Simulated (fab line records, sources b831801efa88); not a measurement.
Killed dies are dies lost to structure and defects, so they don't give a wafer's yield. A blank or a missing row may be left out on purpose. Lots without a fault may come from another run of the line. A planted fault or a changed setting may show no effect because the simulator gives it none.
Which tool did it? | flow sky130 | 13 lots, 39 wafers sampled, at 3 steps of a route of 708

WHAT THE GAUGES READ, wafer by wafer
SKY_POLY_GATE_CD_MEAS_22. Usual: cd_nm 148 nm, standard deviation 3.5.
lot  | measured     | on        | cd_nm (nm)  | flag
L476 | day 16 23:16 | cd_sem-01 | 150 147 145 |
L479 | day 17 20:34 | cd_sem-02 | 146 152 150 |
L481 | day 18 12:46 | cd_sem-02 | 146 150 149 |
L482 | day 18 21:07 | cd_sem-01 | 147 149 144 |
L485 | day 20 01:16 | cd_sem-01 | 150 146 147 |
L487 | day 20 16:22 | cd_sem-02 | 150 151 148 |
L488 | day 20 20:23 | cd_sem-01 | 150 147 146 |
L490 | day 21 13:52 | cd_sem-01 | 154 146 147 |
L494 | day 23 04:20 | cd_sem-02 | 146 149 143 |
L495 | day 23 07:12 | cd_sem-01 | 149 149 148 |
L496 | day 23 17:25 | cd_sem-01 | 147 151 159 |
L498 | day 24 11:22 | cd_sem-01 | 149 148 141 |
L499 | day 24 13:49 | cd_sem-01 | 150 150 153 |

SKY_SPACER_THK_MEAS_01. Usual: SPACER_CVD_00_THK 43.1 nm, standard deviation 0.52.
lot  | measured     | on            | SPACER_CVD_00_THK (nm) | flag
L476 | day 23 12:51 | film_metro-03 | 43.3 43.0 42.9         |
L479 | day 24 08:12 | film_metro-02 | 42.9 43.1 42.9         |
L481 | day 25 01:59 | film_metro-02 | 42.4 41.7 41.8         |
L482 | day 25 09:53 | film_metro-03 | 43.8 43.5 43.3         |
L485 | day 26 12:38 | film_metro-01 | 43.1 43.2 42.8         |
L487 | day 27 04:07 | film_metro-03 | 43.2 43.2 43.2         |
L488 | day 27 07:35 | film_metro-03 | 43.0 42.5 43.0         |
L490 | day 28 02:14 | film_metro-02 | 43.0 42.6 42.7         |
L494 | day 29 11:27 | film_metro-02 | 43.8 43.1 43.2         |
L495 | day 29 15:05 | film_metro-01 | 42.7 42.8 42.7         |
L496 | day 29 23:41 | film_metro-03 | 42.7 42.4 42.6         |
L498 | day 30 15:39 | film_metro-02 | 43.0 43.1 43.1         |
L499 | day 30 19:35 | film_metro-02 | 43.4 43.3 43.3         |

WHICH TOOL RAN EACH LOT (tool, then ch and the chambers of the sampled wafers, then the start)
lot  | SKY_LDD_P_STRIP_10
L476 | plasma_asher-01 ch 0,1, day 19 13:26
L479 | plasma_asher-04 ch 0,1, day 20 10:45
L481 | plasma_asher-04 ch 0,1, day 21 04:05
L482 | plasma_asher-04 ch 0,1, day 21 12:53
L485 | plasma_asher-04 ch 0, day 22 16:31
L487 | plasma_asher-01 ch 0,1, day 23 06:33
L488 | plasma_asher-04 ch 0,1, day 23 11:10
L490 | plasma_asher-02 ch 0,1, day 24 04:46
L494 | plasma_asher-02 ch 0,1, day 25 18:07
L495 | plasma_asher-01 ch 0,1, day 25 21:13
L496 | plasma_asher-02 ch 0,1, day 26 07:09
L498 | plasma_asher-02 ch 0,1, day 26 23:48
L499 | plasma_asher-02 ch 0,1, day 27 02:09
- SKY_LDD_P_STRIP_10: strips in O2/N2.

WHAT THE TOOLS THEMSELVES READ (means of the sampled wafers that have a number; where no wafer has one, the mark that the record gives instead)
SKY_LDD_P_STRIP_10. Usual: drypump_motor_current_A 5.7 A, standard deviation 0.42; oes_product_au 0.715 a.u., standard deviation 0.0047; strip_time_to_endpoint_s 14.18 s, standard deviation 0.04.
lot  | tool            | drypump_motor_current_A (A) | oes_product_au (a.u.) | strip_time_to_endpoint_s (s) | flag
L476 | plasma_asher-01 | 5.3                         | 0.719                 | 14.25                        |
L479 | plasma_asher-04 | 5.9                         | 0.713                 | 14.18                        |
L481 | plasma_asher-04 | 5.6                         | 0.718                 | 14.16                        |
L482 | plasma_asher-04 | 5.6                         | 0.716                 | 14.11                        |
L485 | plasma_asher-04 | 6.3                         | 0.719                 | 14.20                        |
L487 | plasma_asher-01 | 5.3                         | 0.714                 | 14.14                        |
L488 | plasma_asher-04 | 5.6                         | 0.713                 | 14.16                        |
L490 | plasma_asher-02 | 6.0                         | 0.717                 | 14.17                        |
L494 | plasma_asher-02 | 6.0                         | 0.712                 | 14.14                        |
L495 | plasma_asher-01 | 5.4                         | 0.716                 | 14.18                        |
L496 | plasma_asher-02 | 6.0                         | 0.717                 | 14.19                        |
L498 | plasma_asher-02 | 5.8                         | 0.719                 | 14.22                        |
L499 | plasma_asher-02 | 6.0                         | 0.712                 | 14.24                        |

THE ANSWER, worked out from the rows above alone
Rule: a lot is off if the mean of its wafers that have a number lies more than 3 standard deviations from the usual mean. A lot without any number at a reading at which 4 lots or more have one is off too. The other lots that the step has rows for count as sound. The gauges are gone through in route order, then the tools' own readings, and for those a lot's mean is taken as printed above. The first step at which some lot is off is used, and at that step the reading that is off furthest; a lot without a number counts as furthest.
No lot is off at any reading shown: from this, nothing can be told.

WHAT THE SIMULATOR HAD PUT IN
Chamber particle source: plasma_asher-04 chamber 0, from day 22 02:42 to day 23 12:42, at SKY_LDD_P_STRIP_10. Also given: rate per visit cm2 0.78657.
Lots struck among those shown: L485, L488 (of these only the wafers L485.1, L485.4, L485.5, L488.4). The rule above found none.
